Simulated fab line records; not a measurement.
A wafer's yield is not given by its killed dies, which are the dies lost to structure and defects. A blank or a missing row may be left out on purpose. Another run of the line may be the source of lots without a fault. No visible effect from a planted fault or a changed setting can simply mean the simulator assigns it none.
fab line records | flow sky130
record: lots: 4 | wafers: 12 | last-day: 48
route steps=708 shown METAL2@497 VIA2@507 METAL3@532 CAPM@537 PAD_OPEN@708
lots untouched by any fault: they come from a run of this same line in which no faults occurred
start-h: hours from the record's first day to the start of the lot's first wafer shown | wait-h: hours since the lot's step before | " as in the row above | L1.1+2: one row covering several wafers at once | - no value, or no start given | * or withheld: withheld | < > ~ a bound
route shown NAME@n: names a module that has steps shown in the file, with the first one's number in the route | usual: mean/standard deviation of fault-free wafers | same: alike in all rows | chamber/n: place in a boat | sites: the reading at each site | _std_site: the values' standard deviation | _edge_site: mean of outer sites minus mean of inner sites | radius-mm: how far each site lies from the wafer's centre | mask NAME#n: copy n | behind: the most recent tool/chamber to have shaped the wafer | hold: the reason the lot was held/the length of the hold in hours/how it ended | device: transistor that didn't switch, given as n, p or np | end of line: tests run on the same wafers once the route is complete | step lacking rows: just its recipe | killed: dies that structure and defects cost at the first sort, which is not the same as the wafer's yield | map: dies across one wafer; x = killed, . = not, _ = none there
set.NAME: the run value of the setting; set.NAME@STEP: its run value at that earlier step | model.NAME: the simulator's own value behind a step, which no gauge read
lots at some steps of the route; a table a step, a row a wafer
services: from which hour (start-h, from the record's first day; less than 0 if before it) a tool's chamber was out of use, for how many hours, and why
== steps ==
step: SKY_METAL2_DEVELOP_14
recipe: develop-time-s: 60 | resist: KrF-thick | dev-temp-c: 21
step: SKY_METAL2_DESCUM_17
recipe: chemistry: O2 | source-power-w: 150 | bias-power-w: 0 | pressure-mtorr: 10 | temp-c: 40 | time-s: 8
step: SKY_METAL2_ETCH_18
recipe: chemistry: N2/H2 | target: BARC | ion-energy-ev: 200 | bias-w: 100 | pressure-mtorr: 30 | n2-flow-sccm: 100 | h2-flow-sccm: 200 | icp-w: 500 | stop-on: SiO2 | time-s: 45.9 | target-depth-a: 600
step: SKY_METAL2_METAL_ETCH_19
recipe: target-depth-a: 3600 | stop-on: SiO2 | over-etch-frac: 0.3 | time-s: 78 | chemistry: Cl2/BCl3 | resist-sidewall-deg: 88 | pressure-mtorr: 10 | icp-w: 900 | bias-w: 48.5 | Cl2_flow_sccm: 60 | bcl3-flow-sccm: 30
step: SKY_METAL2_STRIP_20
recipe: chemistry: O2/N2 | power-w: 1400 | pressure-mtorr: 1500 | platen-temp-c: withheld | o2-flow-sccm: 3000 | n2-flow-sccm: 300 | overash-fraction: 0.5
step: SKY_METAL2_STRIP_21
recipe: chemistry: post-etch-residue-remover | time-s: 1200 | temp-c: 72.5
step: SKY_METAL2_CLEAN_22
recipe: chemistry: IPA | time-s: 180 | temp-c: 25
step: SKY_METAL2_CLEAN_23
recipe: chemistry: O3/DIW | dry: n2-spin
step: SKY_VIA2_HDPCVD_00
recipe: material: SiO2 | target-thk-nm: 1180 | sigma-open-frac: 0.3 | time-s: 196.7 | temp-c: 400 | sih4-flow-sccm: 60 | pressure-mtorr: 6
step: SKY_VIA2_CMP_02
recipe: material: SiO2 | down-force-psi: 4 | platen-rpm: 60 | pad-velocity-m-s: 0.94248
usual: head-pressure-psi: 4.000/0.0092 | motor-current-A: 12.1/0.93
lot.wafer | tool   | chamber | start-h | wait-h | head-pressure-psi | motor-current-A | model.SiO2_of_VIA2_HDPCVD_00.thk-nm
L195.1    | cmp-01 | 2       | 860.79  | 0.1    | 3.989             | 10.5            | 458.2
L195.6    | "      | 1       | "       | "      | 4.007             | 13.2            | 457.2
L195.5    | "      | 2       | "       | "      | 3.993             | 10.7            | 457.9
L196.1    | cmp-01 | 3       | 865.79  | 0.1    | 3.996             | 11.7            | 457
L196.2    | "      | 0       | "       | "      | 4.009             | 12.1            | 458.3
L196.4    | "      | 2       | "       | "      | 3.988             | 11.1            | 457.4
L206.4    | cmp-01 | 0       | 931.52  | 0.2    | 4.015             | 11.3            | 494.7
L206.1    | "      | 2       | "       | "      | 4.015             | 10.6            | 493.8
L206.5    | "      | 0       | "       | "      | 3.981             | 11.2            | 496.2
L207.1    | cmp-01 | 0       | 935.75  | 0.1    | 4.003             | 11.6            | 495.9
L207.4    | "      | 3       | "       | "      | 3.992             | 11.5            | 496.1
L207.6    | "      | 1       | "       | "      | 4.000             | 12.9            | 495
step: SKY_VIA2_DEHYDRATE_04
recipe: temp-c: 200 | time-s: 60
step: SKY_VIA2_HMDS_05
recipe: prime-time-s: 60 | prime-temp-c: 120
step: SKY_VIA2_COAT_06
recipe: resist: BARC | temp-c: withheld | time-s: withheld | spin-rpm: 3000 | resist-thk-nm: 60
step: SKY_VIA2_COAT_07
recipe: resist: KrF-thick | spin-rpm: 3000 | resist-thk-nm: 450
step: SKY_VIA2_SOFTBAKE_08
recipe: temp-c: 100 | time-s: 90 | resist: KrF-thick
step: SKY_VIA2_EXPOSE_09
recipe: mask-id: VIM2 | na: 0.8 | source-shape: annular | sigma-inner: 0.55 | sigma-outer: 0.85 | target-cd-nm: 200 | dose-mj: 38
step: SKY_VIA2_PEB_10
recipe: peb-temp-c: withheld | peb-time-s: withheld | resist: KrF-thick
step: SKY_VIA2_DEVELOP_11
recipe: develop-time-s: 60 | resist: KrF-thick | dev-temp-c: 21
step: SKY_VIA2_ETCH_14
recipe: chemistry: N2/H2 | target: BARC | ion-energy-ev: 200 | source-w: 500 | bias-w: 100 | pressure-mtorr: 30 | n2-flow-sccm: 100 | h2-flow-sccm: 200 | stop-on: SiO2 | time-s: 45.9 | target-depth-a: 600
step: SKY_VIA2_ETCH_15
recipe: target: SiO2 | chemistry: C4F8/O2/Ar | target-depth-nm: 546 | stop-on: TiN | mask-material: KrF-thick | source-w: 1500 | bias-w: 1200 | pressure-mtorr: 40 | c4f8-flow-sccm: withheld | O2_flow_sccm: 6 | Ar_flow_sccm: 300 | time-s: 84
usual: bias-w: 1200/3.5 | chamber-pressure-mTorr: 40.00/0.037 | oes-product-au: 0.939/0.0048
lot.wafer | tool        | chamber | start-h | wait-h | bias-w | chamber-pressure-mTorr | oes-product-au | rf-hours-counter-h | model.etch.depth-nm | model.VIA2.feature-depth-nm
L195.1    | rie-diel-02 | 2       | 887.06  | 0.0    | 1197   | 39.91                  | 0.896          | 8                  | 458.2               | 458.2
L195.5    | "           | 1       | "       | "      | 1197   | 40.07                  | 0.896          | -                  | 457.9               | 457.9
L195.6    | "           | 2       | "       | "      | 1194   | 39.99                  | 0.899          | -                  | 457.2               | 457.2
L196.1    | rie-diel-04 | 3       | 891.91  | 0.0    | 1196   | 40.02                  | 0.901          | 11                 | 457                 | 457
L196.2    | "           | 0       | "       | "      | 1198   | 40.00                  | 0.897          | 17                 | 458.3               | 458.3
L196.4    | "           | 2       | "       | "      | 1197   | 40.04                  | 0.889          | 20                 | 457.4               | 457.4
L206.1    | rie-diel-03 | 1       | 956.59  | 0.0    | 1196   | 40.05                  | 0.935          | 15                 | 493.8               | 493.8
L206.4    | "           | 3       | "       | "      | 1201   | 39.93                  | 0.939          | 5                  | 494.7               | 494.7
L206.5    | "           | 3       | "       | "      | 1204   | 40.01                  | 0.940          | -                  | 496.2               | 496.2
L207.1    | rie-diel-02 | 3       | 960.76  | 0.0    | 1201   | 39.98                  | 0.943          | 10                 | 495.9               | 495.9
L207.4    | "           | 0       | "       | "      | 1202   | 39.99                  | 0.938          | 9                  | 496.1               | 496.1
L207.6    | "           | 0       | "       | "      | 1198   | 39.95                  | 0.939          | -                  | 495                 | 495
step: SKY_VIA2_STRIP_16
recipe: chemistry: O2/N2 | power-w: 1400 | pressure-mtorr: 1500 | platen-temp-c: withheld | o2-flow-sccm: 3000 | n2-flow-sccm: 300 | overash-fraction: 0.5
step: SKY_VIA2_STRIP_17
recipe: chemistry: post-etch-residue-remover | time-s: 1200 | temp-c: 72.5
step: SKY_VIA2_CLEAN_18
recipe: chemistry: IPA | time-s: 180 | temp-c: 25
step: SKY_VIA2_CLEAN_19
recipe: chemistry: O3/DIW | dry: n2-spin
step: SKY_VIA2_SPUTTER_20
recipe: material: TiN | target-thk-nm: 20 | chamber-pressure-pa: 5 | power-w: 4000 | time-s: 80
step: SKY_VIA2_CVD_21
recipe: material: W | target-thk-nm: 420 | time-s: 126.4 | temp-c: 400 | pressure-torr: 40
step: SKY_VIA2_CMP_24
recipe: stop-on: SiO2 | t-overpolish-s: 20 | down-force-psi: 3.5 | platen-rpm: 60 | target-thk-nm: 0 | pad-velocity-m-s: 0.94248
step: SKY_METAL3_SPUTTER_00
recipe: material: Ti | target-thk-nm: 15 | power-w: 3000 | time-s: 10 | chamber-pressure-pa: 0.4
step: SKY_METAL3_SPUTTER_01
recipe: material: TiN | target-thk-nm: 20 | power-w: 6500 | time-s: 16.7 | chamber-pressure-pa: 0.4
step: SKY_METAL3_SPUTTER_02
recipe: material: AlCu | target-thk-nm: 735 | power-w: 10600 | time-s: 39.1 | chamber-pressure-pa: 0.4
step: SKY_METAL3_SPUTTER_03
recipe: material: Ti | target-thk-nm: 5 | power-w: 3000 | time-s: 3.3 | chamber-pressure-pa: 0.4
step: SKY_METAL3_SPUTTER_04
recipe: material: TiN | target-thk-nm: 70 | power-w: 6500 | time-s: 58.3 | chamber-pressure-pa: 0.4
step: SKY_CAPM_CVD_00
recipe: material: SiO2 | target-thk-nm: 15.5 | temp-c: 400 | time-s: withheld | rf-w: 450
step: SKY_METAL3_METAL_ETCH_18
recipe: target-depth-a: 8450 | stop-on: SiO2 | over-etch-frac: 0.3 | time-s: 183.1 | chemistry: Cl2/BCl3 | resist-sidewall-deg: 88 | pressure-mtorr: 10 | icp-w: 900 | bias-w: 48.5 | Cl2_flow_sccm: 60 | bcl3-flow-sccm: 30
usual: bias-w: 48.54/0.15 | chamber-pressure-mTorr: 9.998/0.0088 | drypump-motor-current-A: 6.22/0.22 | oes-product-au: 0.863/0.0067 | throttle-valve-pct: 22.265/0.011
lot.wafer | tool         | chamber | start-h | wait-h | bias-w | chamber-pressure-mTorr | drypump-motor-current-A | oes-product-au | rf-hours-counter-h | throttle-valve-pct | model.SiO2_of_VIA2_HDPCVD_00.thk-nm
L195.1    | rie-metal-01 | 0       | 940.24  | 0.0    | 48.67  | 10.004                 | 5.43                    | 0.867          | 2                  | 22.266             | 427.5
L195.5    | "            | 0       | "       | "      | 48.58  | 9.985                  | 5.43                    | 0.862          | -                  | 22.272             | 427.5
L195.6    | "            | 1       | "       | "      | 48.44  | 9.995                  | 5.59                    | 0.860          | -                  | 22.260             | 428.5
L196.1    | rie-metal-04 | 1       | 944.30  | 0.0    | 48.69  | 10.000                 | 6.50                    | 0.863          | 12                 | 22.257             | 427.8
L196.2    | "            | 1       | "       | "      | 48.56  | 10.008                 | 6.46                    | 0.860          | -                  | 22.256             | 429
L196.4    | "            | 1       | "       | "      | 48.70  | 9.995                  | 6.48                    | 0.859          | -                  | 22.266             | 427.9
L206.1    | rie-metal-03 | 1       | 1006.30 | 0.0    | 48.49  | 9.997                  | 6.18                    | 0.876          | 19                 | 22.262             | 464.7
L206.4    | "            | 0       | "       | "      | 48.32  | 9.988                  | 6.12                    | 0.874          | -                  | 22.261             | 465.3
L206.5    | "            | 0       | "       | "      | 48.29  | 9.991                  | 6.05                    | 0.859          | -                  | 22.275             | 466.8
L207.1    | rie-metal-04 | 1       | 1010.82 | 0.0    | 48.71  | 9.996                  | 6.49                    | 0.865          | 16                 | 22.265             | 467
L207.4    | "            | 1       | "       | "      | 48.26  | 9.999                  | 6.52                    | 0.861          | -                  | 22.259             | 466.9
L207.6    | "            | 0       | "       | "      | 48.65  | 10.003                 | 6.14                    | 0.853          | -                  | 22.260             | 466
step: SKY_PAD_OPEN_PROBE_99
usual: defect-limited-yield: 82.4/1.9 | killed_at_M0_to_M3: 44/7.1 | killed_at_M4_up: 3.5/2 | killed-at-contacts: 24/5.3 | killed-at-front-end: 15/4.8 | killed-at-other: 0.1/0.35 | killed-dies: 86/9.3 | killed-open: 47/7.8 | killed-short: 39/5.9 | sort_bin_3_pad_short: 0.8/0.42 | sort_bin_5_function: 10.3/1.4 | sort_bin_6_memory: 6.4/1.1 | sort-n-pass: 406/9.3 | sort-yield-pct: 82.4/1.9
same: gross-dies: 492 | killed-at-back-side: 0 | sort_bin_4_leakage[%]: 0 | sort_bin_8_speed[%]: 0
lot.wafer | tool      | chamber | start-h | wait-h | defect-limited-yield[%] | killed_at_M0_to_M3 | killed_at_M4_up | killed-at-contacts | killed-at-front-end | killed-at-other | killed-dies | killed-open | killed-short | sort_bin_3_pad_short[%] | sort_bin_5_function[%] | sort_bin_6_memory[%] | sort-n-pass | sort-yield-pct[%]
L195.1    | prober-02 | -       | 1106.41 | 0.1    | 82.1                    | 36                 | 4               | 25                 | 23                  | 0               | 88          | 46          | 42           | 1.2                     | 9.6                    | 7.1                  | 404         | 82.1
L195.5    | prober-02 | -       | 1106.61 | 0.2    | 80.1                    | 52                 | 4               | 23                 | 19                  | 0               | 98          | 58          | 40           | 0.8                     | 11.8                   | 7.3                  | 394         | 80.1
L195.6    | prober-02 | -       | 1106.66 | 0.2    | 80.9                    | 47                 | 2               | 28                 | 16                  | 1               | 94          | 56          | 38           | 0.4                     | 12.0                   | 6.7                  | 398         | 80.9
L196.1    | prober-02 | -       | 1110.75 | 0.1    | 81.7                    | 42                 | 2               | 23                 | 23                  | 0               | 90          | 60          | 30           | 0                       | 11.0                   | 7.3                  | 402         | 81.7
L206.1    | prober-02 | -       | 1161.56 | 0.1    | 83.1                    | 48                 | 2               | 21                 | 12                  | 0               | 83          | 51          | 32           | 0.2                     | 10.4                   | 6.3                  | 409         | 83.1
L206.4    | prober-02 | -       | 1161.71 | 0.2    | 81.1                    | 49                 | 2               | 27                 | 15                  | 0               | 93          | 51          | 42           | 1.2                     | 11.2                   | 6.5                  | 399         | 81.1
L206.5    | prober-02 | -       | 1161.76 | 0.2    | 81.7                    | 46                 | 3               | 26                 | 15                  | 0               | 90          | 43          | 47           | 1.4                     | 10.0                   | 6.9                  | 402         | 81.7
L207.1    | prober-01 | -       | 1162.54 | 0.1    | 78.7                    | 52                 | 2               | 28                 | 23                  | 0               | 105         | 60          | 45           | 0.8                     | 12.2                   | 8.3                  | 387         | 78.7
L207.4    | prober-01 | -       | 1162.69 | 0.2    | 82.1                    | 38                 | 3               | 28                 | 18                  | 1               | 88          | 45          | 43           | 0.8                     | 12.6                   | 4.5                  | 404         | 82.1
L207.6    | prober-01 | -       | 1162.79 | 0.2    | 81.3                    | 56                 | 2               | 20                 | 14                  | 0               | 92          | 50          | 42           | 0.6                     | 13.0                   | 5.1                  | 400         | 81.3
killed by level:class
L195.1 METAL1:geometric-particle:short=9 CONTACT:geometric-particle:open=9 POLY_GATE:geometric-particle:short=6 POLY_GATE:geometric-particle:open=6 LI_CONTACT:geometric-particle:open=6 CONTACT:geometric-particle:short=6 VIA1:geometric-particle:open=5 METAL2:geometric-particle:short=5
L195.5 VIA1:geometric-particle:open=15 VIA2:geometric-particle:open=11 FIELD_ISO:geometric-particle:open=8 LI_CONTACT:geometric-particle:open=8 CONTACT:geometric-particle:short=5 VIA1:geometric-particle:short=5 METAL2:geometric-particle:short=5 VIA3:geometric-particle:open=5
L195.6 VIA1:geometric-particle:open=19 CONTACT:geometric-particle:open=10 LI_CONTACT:geometric-particle:open=7 CONTACT:geometric-particle:short=6 FIELD_ISO:geometric-particle:open=4 POLY_GATE:geometric-particle:open=4 METAL1:geometric-particle:short=4 METAL2:geometric-particle:short=4
L196.1 VIA1:geometric-particle:open=15 LI_CONTACT:geometric-particle:open=9 FIELD_ISO:geometric-particle:open=7 FIELD_ISO:geometric-particle:short=7 VIA1:geometric-particle:short=7 CONTACT:geometric-particle:open=7 POLY_CUT:geometric-particle:open=5 METAL2:geometric-particle:short=5
L206.1 VIA1:geometric-particle:open=11 VIA3:geometric-particle:open=9 CONTACT:geometric-particle:open=8 LI_CONTACT:geometric-particle:open=6 VIA2:geometric-particle:open=6 METAL1:geometric-particle:short=5 VIA1:geometric-particle:short=4 POLY_GATE:geometric-particle:open=3
L206.4 LI_CONTACT:geometric-particle:open=13 VIA1:geometric-particle:open=10 CONTACT:geometric-particle:open=8 VIA1:geometric-particle:short=6 METAL1:geometric-particle:short=6 METAL2:geometric-particle:short=6 METAL3:geometric-particle:short=6 VIA3:geometric-particle:open=6
L206.5 METAL2:geometric-particle:short=12 LI_CONTACT:geometric-particle:open=10 CONTACT:geometric-particle:open=9 POLY_GATE:geometric-particle:open=6 METAL1:geometric-particle:short=6 VIA1:geometric-particle:open=5 POLY_GATE:geometric-particle:short=4 CONTACT:geometric-particle:short=4
L207.1 VIA1:geometric-particle:open=12 METAL2:geometric-particle:short=11 VIA3:geometric-particle:open=10 CONTACT:geometric-particle:open=9 LI_CONTACT:geometric-particle:open=8 FIELD_ISO:geometric-particle:open=7 POLY_GATE:geometric-particle:open=7 CONTACT:geometric-particle:short=5
L207.4 LI_CONTACT:geometric-particle:open=10 CONTACT:geometric-particle:open=8 VIA1:geometric-particle:open=8 METAL1:geometric-particle:short=6 VIA2:geometric-particle:open=6 POLY_GATE:geometric-particle:short=5 VIA1:geometric-particle:short=5 CONTACT:geometric-particle:short=4
L207.6 VIA1:geometric-particle:open=13 METAL2:geometric-particle:short=10 VIA2:geometric-particle:open=8 METAL1:geometric-particle:short=7 VIA1:geometric-particle:short=6 CONTACT:geometric-particle:open=6 LI_CONTACT:geometric-particle:open=5 VIA3:geometric-particle:open=5
== services ==
tool         | chamber | start-h | hours | kind
rie-diel-04  | -       | 856.70  | 0.6   | repair
rie-metal-01 | 0       | 878.03  | -     | clean
rie-diel-02  | 2       | 878.79  | 4.8   | repair
rie-metal-01 | -       | 878.99  | 2.8   | pm
rie-metal-04 | 1       | 885.58  | 21.1  | repair
rie-diel-04  | 3       | 904.07  | 4.5   | repair
cmp-01       | -       | 912.00  | 4.0   | pm
cmp-01       | -       | 916.00  | -     | consumable-replace:conditioner
cmp-01       | -       | 916.00  | -     | consumable-replace:pad
rie-metal-04 | 0       | 935.17  | -     | clean
rie-metal-04 | 0       | 935.17  | 13.2  | scheduled-down
rie-metal-04 | 0       | 935.17  | 13.2  | vent-cycle
rie-diel-02  | 1       | 950.09  | 3.8   | repair
rie-diel-02  | 1       | 957.42  | 1.2   | repair
rie-diel-04  | -       | 958.12  | 0.6   | repair
rie-diel-02  | 3       | 960.95  | 2.8   | repair
rie-metal-01 | -       | 961.59  | 0.3   | repair
rie-diel-02  | 1       | 970.46  | 3.4   | repair
rie-diel-04  | 3       | 976.31  | 7.3   | repair
rie-metal-04 | -       | 981.06  | 0.5   | repair
rie-diel-03  | 0       | 992.67  | 10.2  | repair
rie-diel-03  | -       | 994.00  | 24.8  | repair
rie-metal-04 | 0       | 1001.86 | 5.7   | repair
rie-diel-02  | 2       | 1002.76 | 2.9   | repair
== key ==
first-sign: step: SKY_VIA2_ETCH_15 | reading: oes-product-au | direction: down | sigmas: 8.9 | usual: 0.939 | struck: 0.896
effect none on later readings
model-effect: step: SKY_VIA2_CMP_02 | value: SiO2_of_VIA2_HDPCVD_00.thk-nm | without: 494.8 | struck: 457.7
model-effect: step: SKY_VIA2_ETCH_15 | value: etch.depth-nm | without: 494.8 | struck: 457.7
model-effect: step: SKY_METAL3_METAL_ETCH_18 | value: SiO2_of_VIA2_HDPCVD_00.thk-nm | without: 465.2 | struck: 428
met-at SKY_VIA2_CMP_02
struck-wafers L195.1,L195.5,L195.6,L196.1,L196.2,L196.4
fault: kind: process-parameter-drift | tool: cmp-01 | chamber: - | onset-h: 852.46 | steps: SKY_VIA2_CMP_02 | channel: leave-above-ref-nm | offset: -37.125 | shape: step | end-h: 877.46 | acts-in: these-recipes-only | stated: 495
